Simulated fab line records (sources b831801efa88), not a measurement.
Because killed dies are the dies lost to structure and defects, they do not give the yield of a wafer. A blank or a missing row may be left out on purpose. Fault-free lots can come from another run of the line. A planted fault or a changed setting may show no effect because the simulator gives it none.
Which of the tools did it? ; flow gf180mcu ; 7 lots, 21 wafers sampled, at 2 steps of a route of 602

## WHAT THE GAUGES SHOWED, per wafer
GF_DUAL_GATE_OVL_MEAS_11.
lot;measured;on;DUAL_GATE_OVL (nm)
L502;day 8 21:17;overlay-01;1.6 0.4 0.1
L505;day 9 17:21;overlay-01;0.8 0.6 -1.0
L507;day 10 08:14;overlay-02;0.1 -2.0 -2.0
L512;day 11 17:26;overlay-01;2.1 0.6 0.2
L514;day 12 06:00;overlay-02;- - -
L518;day 13 12:47;overlay-01;0.2 -0.8 -1.1
L522;day 14 17:29;overlay-02;1.0 1.9 -0.3

## EACH LOT AND THE TOOL THAT RAN IT (in order: tool; ch and the chambers of the sampled wafers; start)
lot;GF_DUAL_GATE_DEVELOP_10
L502;litho-track-01 ch 0, day 8 21:08
L505;litho-track-04 ch 0, day 9 17:13
L507;litho-track-03 ch 0, day 10 08:05
L512;litho-track-03 ch 0, day 11 17:17
L514;litho-track-04 ch 0, day 12 05:51
L518;litho-track-03 ch 0, day 13 12:39
L522;litho-track-01 ch 0, day 14 17:22
- GF_DUAL_GATE_DEVELOP_10: develop time 60 s.

## THE ANSWER, worked out from the rows above alone
Rule: usual is defined by the lots themselves. Put in order of their means at a reading, lots are off if they are a third of the lots or fewer, leave a main group of 4 or more, and stand apart from it by a gap of 3 or more times the standard deviation of the main group's means; of several such gaps the widest counts. Not used: any main group whose means are identical at the precision the tables above print for the reading. A lot without any number at a reading at which 4 lots or more have one is off too. All remaining lots with rows at the step are treated as sound.
Off: L514, at GF_DUAL_GATE_OVL_MEAS_11 (DUAL_GATE_OVL). Without a number there: L514. Mean 0.1 nm and standard deviation 0.83 in the main group.
If a tool, at a process step before that reading, ran all the lots that are off and no sound lot after the first of them, it fits. The gauges at GF_DUAL_GATE_OVL_MEAS_11 are tried like those tools. One fits: litho-track-04 at GF_DUAL_GATE_DEVELOP_10. A fault onset in the window from L505 (day 9 17:13, its last sound lot) to L514 (day 12 05:51, its first lot off) fits.

## WHAT WAS PUT IN BY THE SIMULATOR
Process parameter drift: litho-track-04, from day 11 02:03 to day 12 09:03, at GF_DUAL_GATE_DEVELOP_10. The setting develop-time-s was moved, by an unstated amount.
Lots struck among those shown: L514. The rule above found the same.
